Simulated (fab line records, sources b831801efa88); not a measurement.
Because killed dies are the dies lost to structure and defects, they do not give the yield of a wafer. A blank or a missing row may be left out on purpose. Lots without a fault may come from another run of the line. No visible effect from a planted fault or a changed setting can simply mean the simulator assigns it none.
fab line records -- flow sky130
[record] lots = 6, wafers = 18, lastDay = 50
route steps=708 shown VT_ADJUST_LVTN@116 VT_ADJUST_NCORE@119 VT_ADJUST_HVTR@131 PAD_OPEN@708
lots with no fault: from the same line, run without faults
startH: the number of hours between the record's first day and the start of the first shown wafer of the lot -- waitH: hours since the lot's step before -- " identical to the entry in the row above -- L1.1+2: several wafers, shown together as one row -- - no value, or no start given -- * or withheld: withheld -- < > ~ a bound
route shown NAME@n: names a module that has steps shown in the file, with the first one's number in the route -- usual: average and standard deviation across the fault-free wafers -- same: alike in all rows -- chamber/n: place in a boat -- sites: per-site readings -- _std_site: their standard deviation -- _edge_site: inner sites' mean taken away from outer sites' mean -- radiusMm: for every site, how far away it sits from the centre of the wafer -- mask NAME#n: copy n -- behind: tool/chamber where the wafer was last shaped -- hold: cause of the lot's hold/its duration in hours/its outcome -- device: whichever transistor did not switch (one of n, p or np) -- end of line: the same wafers' tests at the end of the route -- step lacking rows: just its recipe -- killed: at the first sort, the dies lost to defects and structure; wafer yield is something else -- map: a wafer's dies, x killed, . not, _ none there
set.NAME: the setting that was run; set.NAME@STEP: the one run at that earlier step -- model.NAME: the simulator's own value behind a step, which no gauge read
lots seen at some steps along the route; tables by step, rows by wafer
services: a tool's chamber out of use, with start hour (startH, from the record's first day; less than 0 if before it), hours out, and reason
[[steps]]
[step SKY_VT_ADJUST_LVTN_IMPLANT_19]
[recipe] species = B, energyKev = 30, doseCm2 = 6.5e+11, tiltDeg = withheld
[step SKY_VT_ADJUST_LVTN_STRIP_20]
[recipe] chemistry = O2/N2, powerW = 1400, pressureMtorr = 1500, platenTempC = withheld, o2FlowSccm = 3000, n2FlowSccm = 300, overashFraction = 0.5
[usual] drypumpMotorCurrentA = 5.5/0.35, oesProductAu = 0.715/0.0046, stripTimeToEndpointS = 14.16/0.042
lot.wafer,tool,chamber,startH,waitH,drypumpMotorCurrentA,oesProductAu,rfHoursCounterH,stripTimeToEndpointS
L832.1,plasmaAsher-04,1,209.08,0.1,5.0,0.715,40,14.13
L832.4,plasmaAsher-04,1,209.08,0.1,5.0,0.713,-,14.17
L832.5,plasmaAsher-04,1,209.08,0.1,5.0,0.718,-,14.14
L833.2,plasmaAsher-04,1,215.66,0.1,5.0,0.711,41,14.21
L833.3,plasmaAsher-04,1,215.66,0.1,5.0,0.720,-,14.19
L833.4,plasmaAsher-04,0,215.66,0.1,5.3,0.719,-,14.18
L835.1,plasmaAsher-01,0,226.53,0.1,5.4,0.711,10,14.22
L835.2,plasmaAsher-01,1,226.53,0.1,5.5,0.716,10,14.20
L835.3,plasmaAsher-01,1,226.53,0.1,5.5,0.717,-,14.14
L843.3,plasmaAsher-03,0,285.56,0.1,6.0,0.716,-,14.08
L843.4,plasmaAsher-03,1,285.56,0.1,5.9,0.709,-,14.20
L843.5,plasmaAsher-03,1,285.56,0.1,5.9,0.713,-,14.10
L844.4,plasmaAsher-03,1,297.65,0.1,5.9,0.711,-,14.20
L844.5,plasmaAsher-03,1,297.65,0.1,5.9,0.712,-,14.14
L844.6,plasmaAsher-03,0,297.65,0.1,6.0,0.725,-,14.14
L848.1,plasmaAsher-04,0,320.21,0.1,5.3,0.716,51,14.13
L848.2,plasmaAsher-04,1,320.21,0.1,5.0,0.716,51,14.12
L848.4,plasmaAsher-04,0,320.21,0.1,5.3,0.710,-,14.12
[step SKY_VT_ADJUST_LVTN_TW_MEAS_21]
[usual] VT_ADJUST_LVTN_2_TW = 188.7/1.5
lot.wafer,tool,chamber,startH,waitH,VT_ADJUST_LVTN_2_TW
L832.1,filmMetro-04,-,209.18,0.1,190.5
L832.4,filmMetro-04,-,209.18,0.1,191.0
L832.5,filmMetro-04,-,209.18,0.1,190.4
L833.2,filmMetro-02,-,215.77,0.1,190.0
L833.3,filmMetro-02,-,215.77,0.1,188.8
L833.4,filmMetro-02,-,215.77,0.1,188.9
L835.1,filmMetro-04,-,226.63,0.1,188.9
L835.2,filmMetro-04,-,226.63,0.1,189.7
L835.3,filmMetro-04,-,226.63,0.1,188.8
L843.3,filmMetro-03,-,285.65,0.1,187.9
L843.4,filmMetro-03,-,285.65,0.1,186.1
L843.5,filmMetro-03,-,285.65,0.1,187.2
L844.4,filmMetro-04,-,297.74,0.1,189.7
L844.5,filmMetro-04,-,297.74,0.1,190.5
L844.6,filmMetro-04,-,297.74,0.1,191.2
L848.1,filmMetro-02,-,320.31,0.1,188.1
L848.2,filmMetro-02,-,320.31,0.1,188.1
L848.4,filmMetro-02,-,320.31,0.1,188.5
[step SKY_VT_ADJUST_NCORE_DEHYDRATE_00]
[recipe] tempC = 200, timeS = 60
[step SKY_VT_ADJUST_NCORE_HMDS_01]
[recipe] primeTimeS = 60, primeTempC = 120
[step SKY_VT_ADJUST_NCORE_COAT_02]
[recipe] resist = NOVOLAK, spinRpm = 3000, resistThkNm = 1140
[step SKY_VT_ADJUST_NCORE_SOFTBAKE_03]
[recipe] tempC = 90, timeS = 60, resist = NOVOLAK
[step SKY_VT_ADJUST_NCORE_EXPOSE_04]
[recipe] maskId = LVTN_COMPLEMENT_THIN, na = 0.6, sourceShape = conventional, sigmaOuter = 0.6, polarization = unpolarized, targetCdNm = 380, doseMj = 139
[step SKY_VT_ADJUST_NCORE_PEB_05]
[recipe] tempC = withheld, timeS = *, resist = NOVOLAK
[step SKY_VT_ADJUST_NCORE_DEVELOP_06]
[recipe] resist = NOVOLAK, developer = TMAH, developTimeS = 57.12, devTempC = 23
[step SKY_VT_ADJUST_NCORE_CD_MEAS_07]
[recipe] targetCdNm = 380
[usual] cdNm = 379.5/2.3
lot.wafer,tool,chamber,startH,waitH,cdNm
L832.1,cdSem-01,-,231.34,0.1,377.9
L832.4,cdSem-01,-,231.34,0.1,380.5
L832.5,cdSem-01,-,231.34,0.1,381.5
L833.2,cdSem-01,-,238.47,0.1,382.9
L833.3,cdSem-01,-,238.47,0.1,381.5
L833.4,cdSem-01,-,238.47,0.1,382.8
L835.1,cdSem-01,-,250.59,0.1,380.8
L835.2,cdSem-01,-,250.59,0.1,380.3
L835.3,cdSem-01,-,250.59,0.1,380.7
L843.3,cdSem-01,-,311.14,0.1,379.3
L843.4,cdSem-01,-,311.14,0.1,379.7
L843.5,cdSem-01,-,311.14,0.1,379.6
L844.4,cdSem-01,-,324.25,0.1,380.1
L844.5,cdSem-01,-,324.25,0.1,378.8
L844.6,cdSem-01,-,324.25,0.1,378.7
L848.1,cdSem-02,-,346.64,0.1,375.0
L848.2,cdSem-02,-,346.64,0.1,376.2
L848.4,cdSem-02,-,346.64,0.1,378.1
[step SKY_VT_ADJUST_NCORE_OVL_MEAS_08]
[usual] VT_ADJUST_NCORE_OVL = -0.5/1.4
lot.wafer,tool,chamber,startH,waitH,VT_ADJUST_NCORE_OVL[nm]
L832.1,overlay-02,-,231.46,0.1,0.3
L832.4,overlay-02,-,231.46,0.1,1.6
L832.5,overlay-02,-,231.46,0.1,0.3
L833.2,overlay-02,-,238.57,0.1,-1.0
L833.3,overlay-02,-,238.57,0.1,0.4
L833.4,overlay-02,-,238.57,0.1,-1.7
L835.1,overlay-02,-,250.71,0.1,-2.7
L835.2,overlay-02,-,250.71,0.1,0.2
L835.3,overlay-02,-,250.71,0.1,-1.7
L843.3,overlay-02,-,311.23,0.1,0.6
L843.4,overlay-02,-,311.23,0.1,1.1
L843.5,overlay-02,-,311.23,0.1,2.0
L844.4,overlay-01,-,324.33,0.1,1.1
L844.5,overlay-01,-,324.33,0.1,0.6
L844.6,overlay-01,-,324.33,0.1,0.7
L848.1,overlay-01,-,346.76,0.1,-4.8
L848.2,overlay-01,-,346.76,0.1,-3.5
L848.4,overlay-01,-,346.76,0.1,-2.8
[step SKY_VT_ADJUST_NCORE_IMPLANT_09]
[recipe] species = B, energyKev = 10, doseCm2 = 2.4e+12, tiltDeg = withheld
[usual] doseIonsCm2 = 2.3998e+12/2.4e+09, faradayCurrentUA = 13.51/0.26
lot.wafer,tool,chamber,startH,waitH,doseIonsCm2,faradayCurrentUA
L832.1,implanter-03,0,231.50,0.0,2.3993e+12,13.88
L832.4,implanter-03,0,231.50,0.0,2.3978e+12,13.20
L832.5,implanter-03,0,231.50,0.0,2.4007e+12,13.58
L833.2,implanter-02,0,238.63,0.0,7.911e+11,4.47
L833.3,implanter-02,0,238.63,0.0,7.908e+11,4.42
L833.4,implanter-02,0,238.63,0.0,7.913e+11,4.27
L835.1,implanter-02,0,250.75,0.0,7.895e+11,4.49
L835.2,implanter-02,0,250.75,0.0,7.872e+11,4.47
L835.3,implanter-02,0,250.75,0.0,7.897e+11,4.59
L843.3,implanter-03,0,311.30,0.1,2.3987e+12,13.51
L843.4,implanter-03,0,311.30,0.1,2.3961e+12,13.33
L843.5,implanter-03,0,311.30,0.1,2.3988e+12,13.19
L844.4,implanter-02,0,324.42,0.1,2.3999e+12,13.17
L844.5,implanter-02,0,324.42,0.1,2.4023e+12,13.67
L844.6,implanter-02,0,324.42,0.1,2.3998e+12,13.66
L848.1,implanter-01,0,346.80,0.0,2.3997e+12,13.72
L848.2,implanter-01,0,346.80,0.0,2.3999e+12,13.09
L848.4,implanter-01,0,346.80,0.0,2.403e+12,13.32
[step SKY_VT_ADJUST_NCORE_STRIP_10]
[recipe] chemistry = O2/N2, powerW = 1400, pressureMtorr = 1500, platenTempC = withheld, o2FlowSccm = 3000, n2FlowSccm = 300, overashFraction = 0.5
[usual] drypumpMotorCurrentA = 5.39/0.19, oesProductAu = 0.716/0.0045, stripTimeToEndpointS = 14.17/0.052
lot.wafer,tool,chamber,startH,waitH,drypumpMotorCurrentA,oesProductAu,rfHoursCounterH,stripTimeToEndpointS
L832.1,plasmaAsher-02,1,231.65,0.1,5.48,0.715,52,14.20
L832.4,plasmaAsher-02,0,231.65,0.1,5.62,0.722,-,14.21
L832.5,plasmaAsher-02,0,231.65,0.1,5.56,0.712,-,14.20
L833.2,plasmaAsher-04,1,238.75,0.1,4.99,0.717,43,14.09
L833.3,plasmaAsher-04,0,238.75,0.1,5.32,0.719,-,14.12
L833.4,plasmaAsher-04,1,238.75,0.1,5.02,0.714,-,14.13
L835.1,plasmaAsher-01,0,250.90,0.1,5.40,0.714,13,14.12
L835.2,plasmaAsher-01,1,250.90,0.1,5.47,0.718,13,14.19
L835.3,plasmaAsher-01,1,250.90,0.1,5.47,0.723,-,14.11
L843.3,plasmaAsher-02,1,311.44,0.1,5.49,0.724,-,14.09
L843.4,plasmaAsher-02,0,311.44,0.1,5.60,0.710,-,14.08
L843.5,plasmaAsher-02,1,311.44,0.1,5.48,0.715,-,14.05
L844.4,plasmaAsher-01,0,324.53,0.1,5.44,0.722,-,14.17
L844.5,plasmaAsher-01,0,324.53,0.1,5.44,0.720,-,14.10
L844.6,plasmaAsher-01,1,324.53,0.1,5.46,0.712,-,14.12
L848.1,plasmaAsher-01,0,346.95,0.1,5.43,0.713,22,14.15
L848.2,plasmaAsher-01,1,346.95,0.1,5.47,0.714,22,14.15
L848.4,plasmaAsher-01,1,346.95,0.1,5.47,0.708,-,14.19
[step SKY_VT_ADJUST_NCORE_TW_MEAS_11]
[usual] VT_ADJUST_NCORE_TW = 218.1/1.4
lot.wafer,tool,chamber,startH,waitH,VT_ADJUST_NCORE_TW
L832.1,filmMetro-02,-,231.75,0.1,218.9
L832.4,filmMetro-02,-,231.75,0.1,219.0
L832.5,filmMetro-02,-,231.75,0.1,218.5
L833.2,filmMetro-02,-,238.86,0.1,160.5
L833.3,filmMetro-02,-,238.86,0.1,159.9
L833.4,filmMetro-02,-,238.86,0.1,159.7
L835.1,filmMetro-03,-,251.00,0.1,161.4
L835.2,filmMetro-03,-,251.00,0.1,161.9
L835.3,filmMetro-03,-,251.00,0.1,161.1
L843.3,filmMetro-01,-,311.52,0.1,216.0
L843.4,filmMetro-01,-,311.52,0.1,214.9
L843.5,filmMetro-01,-,311.52,0.1,215.1
L844.4,filmMetro-02,-,324.63,0.1,218.8
L844.5,filmMetro-02,-,324.63,0.1,218.7
L844.6,filmMetro-02,-,324.63,0.1,218.8
L848.1,filmMetro-03,-,347.05,0.1,216.8
L848.2,filmMetro-03,-,347.05,0.1,216.6
L848.4,filmMetro-03,-,347.05,0.1,216.6
[step SKY_VT_ADJUST_HVTR_DEHYDRATE_00]
[recipe] tempC = 200, timeS = 60
[step SKY_PAD_OPEN_PROBE_99]
[usual] killed_at_M0_to_M3 = 42/6.7, killed_at_M4_up = 3.4/2, killedAtContacts = 24/5.1, killedAtFrontEnd = 14/4.2, killedAtOther = 0.2/0.49, killedDies = 84/8.4, killedOpen = 46/7, killedShort = 39/5.8
[same] grossDies = 492, killedAtBackSide = 0
lot.wafer,tool,chamber,startH,waitH,killed_at_M0_to_M3,killed_at_M4_up,killedAtContacts,killedAtFrontEnd,killedAtOther,killedDies,killedOpen,killedShort,model.etest.nfet_16v.rOnOhmUm,model.etest.pfet_16v.rOnOhmUm,model.etest.pfetG5v0d10v5.rOnOhmUm,model.etest.tipP.rsOhmSq,model.etest.pfet_01v8.rOnOhmUm,model.etest.resPwellUnderGate.rsOhmSq,model.etest.nfetG5v0d10v5.rOnOhmUm,model.etest.tip_p_5v.rsOhmSq
L832.1,prober-02,-,1121.27,0.1,40,6,21,6,0,73,37,36,1.41e+04,1.515e+04,4768,6834,2966,2277,1873,2872
L832.4,prober-02,-,1121.42,0.2,42,0,20,13,0,75,41,34,1.402e+04,1.513e+04,4753,6832,2903,2281,1862,2884
L832.5,prober-02,-,1121.47,0.2,42,1,32,10,0,85,49,36,1.418e+04,1.509e+04,4796,6897,2958,2284,1880,2883
L833.2,prober-01,-,1127.21,0.1,49,2,24,10,0,85,53,32,1.195e+04,1.691e+04,5607,7376,3205,2496,1698,2978
L833.3,prober-01,-,1127.26,0.2,38,2,26,17,0,83,45,38,1.188e+04,1.672e+04,5676,7363,3188,2521,1687,2975
L833.4,prober-01,-,1127.31,0.2,39,1,20,7,1,68,37,31,1.187e+04,1.702e+04,5629,7339,3172,2508,1676,2974
L835.1,prober-02,-,1136.31,0.1,35,6,14,22,0,77,42,35,1.179e+04,1.738e+04,5567,7454,3155,2530,1687,3037
L835.2,prober-02,-,1136.36,0.1,42,5,24,14,0,85,40,45,1.174e+04,1.721e+04,5646,7505,3206,2544,1689,3066
L835.3,prober-02,-,1136.41,0.2,33,2,20,10,1,66,34,32,1.175e+04,1.697e+04,5591,7473,3133,2534,1699,3033
L843.3,prober-01,-,1183.86,0.2,47,3,20,25,1,96,58,38,1.397e+04,1.459e+04,4812,6951,2982,2277,1899,2891
L843.4,prober-01,-,1183.91,0.2,46,3,19,12,0,80,43,37,1.391e+04,1.474e+04,4768,6914,2889,2263,1875,2860
L843.5,prober-01,-,1183.96,0.2,41,3,25,18,0,87,47,40,1.383e+04,1.45e+04,4788,6948,2915,2262,1898,2892
L844.4,prober-02,-,1187.40,0.2,45,5,24,11,0,85,50,35,1.394e+04,1.508e+04,4800,6893,2935,2285,1904,2872
L844.5,prober-02,-,1187.45,0.2,38,6,28,16,1,89,45,44,1.405e+04,1.494e+04,4850,6919,2997,2284,1923,2884
L844.6,prober-02,-,1187.50,0.2,29,1,27,16,0,73,40,33,1.416e+04,1.487e+04,4808,6868,2908,2285,1897,2858
L848.1,prober-01,-,1207.42,0.1,40,9,25,12,0,86,40,46,1.443e+04,1.546e+04,4868,6816,2913,2282,1920,2833
L848.2,prober-01,-,1207.47,0.1,53,2,29,14,0,98,55,43,1.424e+04,1.494e+04,4713,6901,2845,2287,1890,2850
L848.4,prober-01,-,1207.57,0.2,45,2,23,11,0,81,50,31,1.436e+04,1.475e+04,4740,6789,2884,2280,1930,2841
// killed by level:class
L832.1 VIA1:geometricParticle:open=10 VIA3:geometricParticle:open=7 CONTACT:geometricParticle:open=6 VIA3:geometricParticle:short=5 LI_CONTACT:geometricParticle:open=5 METAL4:geometricParticle:short=5 LI_CONTACT:geometricParticle:short=4 METAL2:geometricParticle:short=4
L832.4 VIA1:geometricParticle:open=15 LI_CONTACT:geometricParticle:open=5 METAL2:geometricParticle:short=5 FIELD_ISO:geometricParticle:short=4 POLY_GATE:geometricParticle:open=4 CONTACT:geometricParticle:short=4 CONTACT:geometricParticle:open=4 METAL1:geometricParticle:short=4
L832.5 LI_CONTACT:geometricParticle:open=10 VIA1:geometricParticle:open=10 CONTACT:geometricParticle:short=8 VIA3:geometricParticle:open=8 CONTACT:geometricParticle:open=6 VIA2:geometricParticle:open=6 METAL1:geometricParticle:short=5 FIELD_ISO:geometricParticle:short=4
L833.2 VIA1:geometricParticle:open=16 CONTACT:geometricParticle:open=10 METAL2:geometricParticle:short=9 FIELD_ISO:geometricParticle:open=8 LI_CONTACT:geometricParticle:open=6 VIA2:geometricParticle:open=6 VIA1:geometricParticle:short=6 LI_CONTACT:geometricParticle:short=3
L833.3 VIA1:geometricParticle:open=13 LI_CONTACT:geometricParticle:open=8 CONTACT:geometricParticle:open=6 LOCAL_INTERCONNECT:geometricParticle:short=5 FIELD_ISO:geometricParticle:short=4 POLY_GATE:geometricParticle:open=4 METAL1:geometricParticle:short=4 VIA1:geometricParticle:short=4
L833.4 CONTACT:geometricParticle:open=10 VIA1:geometricParticle:open=8 METAL1:geometricParticle:short=7 CONTACT:geometricParticle:short=5 METAL2:geometricParticle:short=5 VIA2:geometricParticle:open=5 VIA3:geometricParticle:open=4 FIELD_ISO:geometricParticle:open=3
L835.1 FIELD_ISO:geometricParticle:open=10 VIA1:geometricParticle:open=6 FIELD_ISO:geometricParticle:short=5 VIA1:geometricParticle:short=5 VIA3:geometricParticle:open=5 METAL4:geometricParticle:short=5 LI_CONTACT:geometricParticle:open=4 CONTACT:geometricParticle:open=4
L835.2 VIA3:geometricParticle:open=7 FIELD_ISO:geometricParticle:short=6 LI_CONTACT:geometricParticle:open=6 VIA1:geometricParticle:open=6 LI_CONTACT:geometricParticle:short=5 CONTACT:geometricParticle:open=5 METAL1:geometricParticle:short=5 VIA2:geometricParticle:open=4
L835.3 CONTACT:geometricParticle:open=9 METAL2:geometricParticle:short=8 METAL1:geometricParticle:short=6 VIA1:geometricParticle:open=6 VIA2:geometricParticle:open=4 FIELD_ISO:geometricParticle:short=3 LI_CONTACT:geometricParticle:open=3 LOCAL_INTERCONNECT:geometricParticle:short=3
L843.3 VIA1:geometricParticle:open=12 METAL1:geometricParticle:short=10 LI_CONTACT:geometricParticle:open=9 CONTACT:geometricParticle:open=7 VIA1:geometricParticle:short=6 METAL2:geometricParticle:short=6 FIELD_ISO:geometricParticle:open=5 POLY_GATE:geometricParticle:open=5
L843.4 VIA3:geometricParticle:open=8 VIA2:geometricParticle:open=7 VIA1:geometricParticle:open=7 METAL2:geometricParticle:short=5 POLY_GATE:geometricParticle:open=4 LI_CONTACT:geometricParticle:short=4 LI_CONTACT:geometricParticle:open=4 LOCAL_INTERCONNECT:geometricParticle:short=4
L843.5 CONTACT:geometricParticle:open=8 VIA3:geometricParticle:open=7 LI_CONTACT:geometricParticle:open=7 METAL1:geometricParticle:short=6 METAL2:geometricParticle:short=6 VIA2:geometricParticle:open=6 FIELD_ISO:geometricParticle:open=5 CONTACT:geometricParticle:short=5
L844.4 VIA1:geometricParticle:open=10 CONTACT:geometricParticle:open=8 VIA3:geometricParticle:open=8 LI_CONTACT:geometricParticle:open=7 VIA2:geometricParticle:open=6 VIA1:geometricParticle:short=6 METAL2:geometricParticle:short=6 METAL4:geometricParticle:short=4
L844.5 CONTACT:geometricParticle:short=9 CONTACT:geometricParticle:open=7 VIA3:geometricParticle:open=7 FIELD_ISO:geometricParticle:open=6 VIA2:geometricParticle:open=6 METAL4:geometricParticle:short=6 LI_CONTACT:geometricParticle:open=5 VIA1:geometricParticle:open=5
L844.6 VIA1:geometricParticle:open=8 LI_CONTACT:geometricParticle:open=8 CONTACT:geometricParticle:open=8 CONTACT:geometricParticle:short=6 POLY_GATE:geometricParticle:short=5 LI_CONTACT:geometricParticle:short=5 VIA1:geometricParticle:short=5 FIELD_ISO:geometricParticle:open=4
L848.1 METAL4:geometricParticle:short=9 LI_CONTACT:geometricParticle:open=8 CONTACT:geometricParticle:short=8 METAL2:geometricParticle:short=8 CONTACT:geometricParticle:open=6 METAL1:geometricParticle:open=6 METAL1:geometricParticle:short=4 VIA1:geometricParticle:open=4
L848.2 VIA1:geometricParticle:open=12 CONTACT:geometricParticle:open=10 LI_CONTACT:geometricParticle:open=8 METAL1:geometricParticle:short=7 VIA3:geometricParticle:open=7 POLY_GATE:geometricParticle:short=5 CONTACT:geometricParticle:short=5 METAL2:geometricParticle:short=5
L848.4 VIA1:geometricParticle:open=13 CONTACT:geometricParticle:open=10 LI_CONTACT:geometricParticle:open=7 VIA1:geometricParticle:short=5 VIA2:geometricParticle:open=5 FIELD_ISO:geometricParticle:open=4 VIA3:geometricParticle:open=4 METAL1:geometricParticle:short=4
[[services]]
tool,chamber,startH,hours,kind
implanter-02,-,185.39,3.7,repair
implanter-02,-,186.50,4.1,repair
plasmaAsher-02,-,191.94,1.1,repair
implanter-03,-,254.54,4.0,pm
implanter-02,-,277.49,3.7,pm
plasmaAsher-03,-,333.11,1.4,repair
implanter-02,-,339.65,2.0,repair
[[key]]
[firstSign] step = SKY_VT_ADJUST_NCORE_IMPLANT_09, reading = doseIonsCm2, direction = down, sigmas = 99+, usual = *, struck = *
[effect] step = SKY_VT_ADJUST_NCORE_IMPLANT_09, reading = faradayCurrentUA, direction = down, sigmas = 34, usual = 13.51, struck = 4.45
[effect] step = SKY_VT_ADJUST_NCORE_TW_MEAS_11, reading = VT_ADJUST_NCORE_TW, direction = down, sigmas = 41, usual = 218.1, struck = 160.8
[modelEffect] step = SKY_PAD_OPEN_PROBE_99, value = etest.nfet_16v.rOnOhmUm, without = 1.404e+04, struck = 1.183e+04
metAt SKY_VT_ADJUST_NCORE_IMPLANT_09
struckWafers L833.2,L833.3,L833.4,L835.1,L835.2,L835.3
testerLeftOut L833,L835
[fault] kind = processParameterDrift, tool = implanter-02, chamber = -, onsetH = 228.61, steps = SKY_VT_ADJUST_NCORE_IMPLANT_09, channel = doseCm2, offset = *, shape = step, endH = 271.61, actsIn = *, stated = *
// testerLeftOut: of these lots the tester's yield and bins aren't shown, on N5 and GAA mostly nor the transistor test; their killed dies are dies lost to structure and defects alone, not to doping, threshold or leakage, so they don't give the yield
